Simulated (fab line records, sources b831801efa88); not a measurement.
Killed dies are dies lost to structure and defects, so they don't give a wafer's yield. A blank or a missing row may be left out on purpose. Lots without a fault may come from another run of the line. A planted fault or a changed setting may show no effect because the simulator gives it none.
Chamber matching | flow sky130 | SKY_CAPM_CVD_00 on pecvd-04: 3 sister chambers
The step deposits SiO2, target thk 15.5 nm. 24 wafers are shown with their chamber, then 12 later ones without.

WAFERS WITH THEIR CHAMBER
wafer  | chamber | heater_power_w (W)
L074.2 | 1       | 831
L074.3 | 0       | 832
L074.6 | 2       | 769
L077.1 | 0       | 877
L077.5 | 1       | 881
L077.6 | 0       | 850
L080.2 | 1       | 867
L080.3 | 0       | 815
L080.6 | 1       | 843
L079.1 | 0       | 749
L079.2 | 2       | 882
L079.4 | 0       | 748
L082.1 | 0       | 820
L082.2 | 2       | 844
L082.3 | 1       | 785
L082.4 | 1       | 796
L082.5 | 0       | 813
L082.6 | 2       | 822
L085.3 | 2       | 724
L085.4 | 2       | 752
L085.6 | 1       | 731
L086.1 | 2       | 843
L086.2 | 0       | 849
L086.3 | 1       | 820

SIGNATURES (means of the wafers above)
reading        | chamber 0 | chamber 1 | chamber 2 | scatter within a chamber
heater_power_w | 817.00    | 819.25    | 805.14    | 49.5
Rule: a wafer's distance from a chamber is the root of the sum, over the readings, of the square of ((its reading less the chamber's mean) divided by the reading's scatter). The wafer belongs to the nearest chamber; if the next one is less than 2 further off, it can't be placed. The scatter: the root of (the sum of the squares of (reading less its chamber's mean) over the shown wafers, divided by (wafers less chambers)).

WAFERS WITHOUT THEIR CHAMBER
wafer  | heater_power_w (W)
L086.4 | 818
L086.5 | 808
L086.6 | 800
L091.2 | 791
L091.3 | 794
L091.6 | 780
L097.2 | 849
L097.3 | 809
L097.5 | 781
L096.2 | 770
L096.5 | 774
L096.6 | 817

WHICH CHAMBER EACH WENT THROUGH
wafer  | from the rows above          | in truth
L086.4 | can't be placed: 0 or 1 or 2 | 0
L086.5 | can't be placed: 2 or 0 or 1 | 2
L086.6 | can't be placed: 2 or 0 or 1 | 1
L091.2 | can't be placed: 2 or 0 or 1 | 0
L091.3 | can't be placed: 2 or 0 or 1 | 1
L091.6 | can't be placed: 2 or 0 or 1 | 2
L097.2 | can't be placed: 1 or 0 or 2 | 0
L097.3 | can't be placed: 2 or 0 or 1 | 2
L097.5 | can't be placed: 2 or 0 or 1 | 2
L096.2 | can't be placed: 2 or 0 or 1 | 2
L096.5 | can't be placed: 2 or 0 or 1 | 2
L096.6 | can't be placed: 0 or 1 or 2 | 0
Placed correctly: 0 of 12. Can't be placed from these rows: 12 (the true chamber is among the candidates in 12). Placed wrongly: 0.
